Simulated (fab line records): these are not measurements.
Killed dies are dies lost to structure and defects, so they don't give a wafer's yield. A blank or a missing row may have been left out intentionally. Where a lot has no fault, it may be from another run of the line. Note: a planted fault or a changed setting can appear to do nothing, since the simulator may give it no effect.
Matching of chambers -- flow sky130 -- SKY_VIA4_CMP_02 on cmp-02 has 4 sister chambers
The step polishes SiO2. 18 wafers are shown with their chamber, then 9 later ones without.

## EACH WAFER AND ITS CHAMBER
wafer,chamber,motor current A (A)
L080.2,1,11.4
L080.3,0,8.8
L080.5,1,11.8
L081.2,0,8.9
L081.4,2,14.3
L081.5,0,9.2
L084.2,0,8.8
L084.3,2,13.7
L084.6,0,9.0
L085.1,0,9.0
L085.5,2,13.0
L085.6,1,11.8
L086.1,3,11.8
L086.4,2,14.0
L086.5,1,11.2
L087.2,2,14.1
L087.3,0,9.1
L087.6,3,11.4

SIGNATURES (means of the wafers above)
reading,chamber 0,chamber 1,chamber 2,chamber 3,scatter within a chamber
motor current A,8.971,11.550,13.820,11.600,0.329
Rule: for each reading, subtract the chamber's mean from the wafer's reading, divide by that reading's scatter and square the result; add these up over the readings and take the root, which gives the wafer's distance from the chamber. If the next closest chamber is less than 2 further off than the closest, the wafer can't be placed; otherwise it belongs to the closest. The scatter is the square root of a quotient: the sum, over the shown wafers, of each reading's squared deviation from its chamber's mean, divided by wafers minus chambers.

## WAFERS WITHOUT THEIR CHAMBER
wafer,motor current A (A)
L088.3,9.3
L088.5,9.0
L088.6,11.7
L092.2,13.8
L092.4,8.9
L092.6,13.3
L093.1,11.2
L093.2,13.3
L093.6,13.7

## EACH ONE'S CHAMBER
wafer,from the rows above,in truth
L088.3,0,0
L088.5,0,0
L088.6,can't be placed: 3 or 1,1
L092.2,2,2
L092.4,0,0
L092.6,2,2
L093.1,can't be placed: 1 or 3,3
L093.2,2,2
L093.6,2,2
Correctly placed: 7 of 9. From these rows, 2 cannot be placed; in 2 the true chamber is one of the candidates. Number placed wrongly: 0.
